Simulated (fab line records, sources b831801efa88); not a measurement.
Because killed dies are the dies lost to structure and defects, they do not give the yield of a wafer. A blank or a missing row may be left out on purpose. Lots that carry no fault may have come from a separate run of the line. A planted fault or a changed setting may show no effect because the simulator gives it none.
Struck lot and sound lot, side by side | flow gf180mcu | 23 steps out of a route of 602
Sound: wafers L795.2, L795.4, L795.5. The struck wafers were L802.1, L802.2, L802.5. The cause is named last.
For every step that has rows: the tool of each side, followed by ch and its chambers, followed by its first start. Under that, the readings that differ: sound wafers | struck wafers | difference of the means | sigmas: that difference in standard deviations of wafers without a fault.
alike: readings whose means differ by less than 2 such deviations, and words and numbers that are the same on both sides. not compared: withheld readings, readings that some wafer has no value for, bounds like >300 that may hide the same value, and numbers for which the record gives no deviation and whose values overlap.
The two part at a step that has a row with sigmas, a row that says differs or no value, or rows on one side only. When numbers do not overlap yet have no deviation, they are printed without sigmas and do not part them. A reading missing from all wafers of one side parts the sides only when that side holds two or more wafers.

GF_V5_RS_MEAS_24: measures by four-point-probe.
  sound on film metro-02, day 28 21:59; struck on film metro-02, day 31 01:04
  alike: V5_W_RS
GF_V5_THK_MEAS_25: measures by xrf.
  sound on film metro-02, day 28 22:06; struck on film metro-02, day 31 01:11
  alike: V5_W_THK
GF_V5_CMP_26: polishes, stops on SiO2, t overpolish 15 s, target thk 0 nm.
  sound on cmp-02 ch 0,3, day 28 22:09; struck on cmp-02 ch 1,3, day 31 01:18
  alike: motor current A, overpolish run s, slurry filter dp kPa, time to endpoint s
GF_TOP_METAL_SPUTTER_00: material Ti, target thk 37.5 nm, time 150 s.
  sound on pvd sputter-02, day 28 22:27; struck on pvd sputter-01, day 31 01:33
  alike: throttle valve pct
GF_TOP_METAL_SPUTTER_01: material TiN, target thk 30 nm, time 25 s.
  sound on pvd sputter-02, day 28 22:33; struck on pvd sputter-01, day 31 01:39
  alike: throttle valve pct
GF_TOP_METAL_SPUTTER_02: material AlCu, target thk 900 nm, time 47.82 s.
  sound on pvd sputter-02, day 28 22:35; struck on pvd sputter-01, day 31 01:41
  alike: throttle valve pct
then, 1 step without rows for these wafers: GF_TOP_METAL_SPUTTER_03 (material Ti, target thk 5 nm, time 3.3 s).
GF_TOP_METAL_SPUTTER_04: material TiN, target thk 25 nm, time 20.8 s.
  sound on pvd sputter-02, day 28 22:38; struck on pvd sputter-01, day 31 01:44
  alike: throttle valve pct
GF_TOP_METAL_RS_MEAS_05: measures by four-point-probe.
  sound on film metro-03, day 28 22:41; struck on film metro-04, day 31 01:46
  alike: TOP_METAL_ALCU_RS
GF_TOP_METAL_THK_MEAS_06: measures by xrf.
  sound on film metro-03, day 28 22:48; struck on film metro-04, day 31 01:53
  alike: TOP_METAL_ALCU_THK
then, 2 steps without rows for these wafers: GF_TOP_METAL_DEHYDRATE_07 (time 60 s); GF_TOP_METAL_HMDS_08 (prime time 60 s).
GF_TOP_METAL_COAT_09: resist thk 1500 nm.
  sound on litho track-03 ch 0, day 29 08:02; struck on litho track-01 ch 0, day 31 10:01
  reading                                        | sound                | struck               | difference | sigmas
  spin speed rpm (rpm)                           | 3003.3 3000.9 3002.5 | 3130.4 3128.5 3125.4 | +125.9     | +74
  model.NOVOLAK_of_TOP_METAL_COAT_09.thk nm (nm) | 1500 1502 1505       | 1474 1472 1471       | -30        |
then, 4 steps without rows for these wafers: GF_TOP_METAL_SOFTBAKE_10 (time 60 s); GF_TOP_METAL_EXPOSE_11 (exposes mask MetalTop, target cd 440 nm); GF_TOP_METAL_PEB_12; GF_TOP_METAL_DEVELOP_13 (develop time 60 s).
GF_TOP_METAL_CD_MEAS_14 targets a cd of 440 nm.
  sound on cd sem-01, day 29 17:34; struck on cd sem-01, day 31 18:31
  alike: cd nm
GF_TOP_METAL_OVL_MEAS_15:
  sound on overlay-01, day 29 17:41; struck on overlay-01, day 31 18:38
  alike: TOP_METAL_OVL
GF_TOP_METAL_METAL_ETCH_16: etches the open film in Cl2/BCl3, stops on SiO2, target depth 1197 nm, time 199.5 s.
  sound on rie metal-02 ch 0,1, day 29 17:43; struck on rie metal-04 ch 0,1, day 31 18:40
  reading                                        | sound          | struck            | difference | sigmas
  model.NOVOLAK_of_TOP_METAL_COAT_09.thk nm (nm) | 1013 1011 1027 | 991.8 993.2 990.9 | -25.0      |
  alike: chamber pressure mTorr, drypump motor current A, oes product au, throttle valve pct
  not compared: rf hours counter h
GF_TOP_METAL_STRIP_17: strips in O2/N2.
  sound on plasma asher-01 ch 0,1, day 29 17:54; struck on plasma asher-04 ch 0,1, day 31 18:52
  reading                      | sound             | struck            | difference | sigmas
  strip time to endpoint s (s) | 12.81 12.79 12.99 | 12.64 12.67 12.62 | -0.22      | -3
  alike: chamber pressure mTorr, drypump motor current A, heater power w, oes product au
  not compared: rf hours counter h
then, 1 step without rows for these wafers: GF_TOP_METAL_STRIP_18 (strips in post etch residue remover, time 1200 s).
GF_PASSIVATION_PROBE_99:
  rows exist in the record for the struck wafers here (prober-01, day 32 14:17), but not for the sound ones

## WHERE THEY PART
First at GF_TOP_METAL_COAT_09; last, within this record, at GF_PASSIVATION_PROBE_99.

WHY: what the simulator had put in
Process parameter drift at GF_TOP_METAL_COAT_09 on litho track-01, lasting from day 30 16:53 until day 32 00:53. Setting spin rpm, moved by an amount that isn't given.
